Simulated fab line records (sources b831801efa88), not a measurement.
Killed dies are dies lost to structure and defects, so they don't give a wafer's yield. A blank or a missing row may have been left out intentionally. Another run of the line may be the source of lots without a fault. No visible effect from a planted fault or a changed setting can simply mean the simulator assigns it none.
Problem report in the 8D (eight disciplines) form, filled by code || flow sky130 || the parts of the form that need people (team, actions taken, sign-off) are left out

1. THE ISSUE
biasW at SKY_FIELD_ISO_ETCH_15 reads a mean of 182.8 W on 6 wafers of 2 lots; wafers without a fault read 200.0 W with a standard deviation of 0.53. That puts it -32 standard deviations away from the usual mean.
The step: etches the open film in CHF3/O2, stops on Si, target depth 180 nm, time 72 s.
First observed at day 6 13:41: wafer L914.1, on rieDiel-03. The record holds 18 wafers of 6 lots with a number at this step. Rule for "out" (also "out of limits"): further than 4 standard deviations from the usual mean. All remaining wafers that have a number are taken as sound.

2. WHAT IT IS; WHAT IT IS NOT
{"question": "which readings at this step", "is": "biasW", "is not": "drypumpMotorCurrentA, throttleValvePct"}
{"question": "which lots", "is": "L914, L915", "is not": "L895, L901, L904, L916"}
{"question": "which wafers of those lots", "is": "all that have a number", "is not": "-"}
{"question": "read on which tools", "is": "rieDiel-03", "is not": "rieDiel-02"}
{"question": "when", "is": "from day 6 13:41", "is not": "up to then (9 sound wafers); but 3 sound wafers of L916 came after"}

3. SUSPECTS, AND WHAT RULES EACH OUT
Counting: a tool at any process step up to the reading remains a suspect when it ran all the lots that are out and ran no sound lot after the first of those.
- rieDiel-03 at SKY_FIELD_ISO_ETCH_14 (etches BARC in N2/H2, stops on SiO2, time 45.9 s, target depth 60 nm): kept. It processed each lot that is out, first L914 at day 6 13:39, and no sound lot thereafter; up to then, the last sound lot it processed was L904 at day 4 10:54.
- rieDiel-03 at SKY_FIELD_ISO_ETCH_15 (etches the open film in CHF3/O2, stops on Si, target depth 180 nm, time 72 s): kept. It processed each lot that is out, first L914 at day 6 13:41, and no sound lot thereafter; up to then, the last sound lot it processed was L904 at day 4 10:56. Its own biasW readings are out on those wafers.
The count leaves rieDiel-03 at SKY_FIELD_ISO_ETCH_15 and rieDiel-03 at SKY_FIELD_ISO_ETCH_14.

4. THE CAUSE (what the simulator had put in)
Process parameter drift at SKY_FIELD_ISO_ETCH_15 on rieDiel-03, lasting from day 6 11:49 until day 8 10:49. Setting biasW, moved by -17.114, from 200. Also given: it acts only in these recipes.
Counting left 2 suspects, and this tool is among them.

5. THE CHAIN OF EFFECTS, in route order
One row per reading whose mean, taken over the struck wafers that have a number, lies over 3 standard deviations from the usual. Readings are gone through only where the record gives a usual standard deviation; hours: the median, over the lots, of the time from a lot's start at the first step in this table giving one to that lot's start at this step; sigmas: the change measured in usual standard deviations.
{"hours": 0, "step": "SKY_FIELD_ISO_ETCH_15", "reading": "biasW", "usual": "200.0 W", "on struck wafers": 182.8, "change": -17.2, "sigmas": -32}
Process steps it contains:
- SKY_FIELD_ISO_ETCH_15: etches the open film in CHF3/O2, stops on Si, target depth 180 nm, time 72 s.

6. WHAT WOULD HAVE CAUGHT IT SOONER
First out-of-limits reading in this record: day 6 13:41, which is 2 hours after fault onset at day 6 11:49.
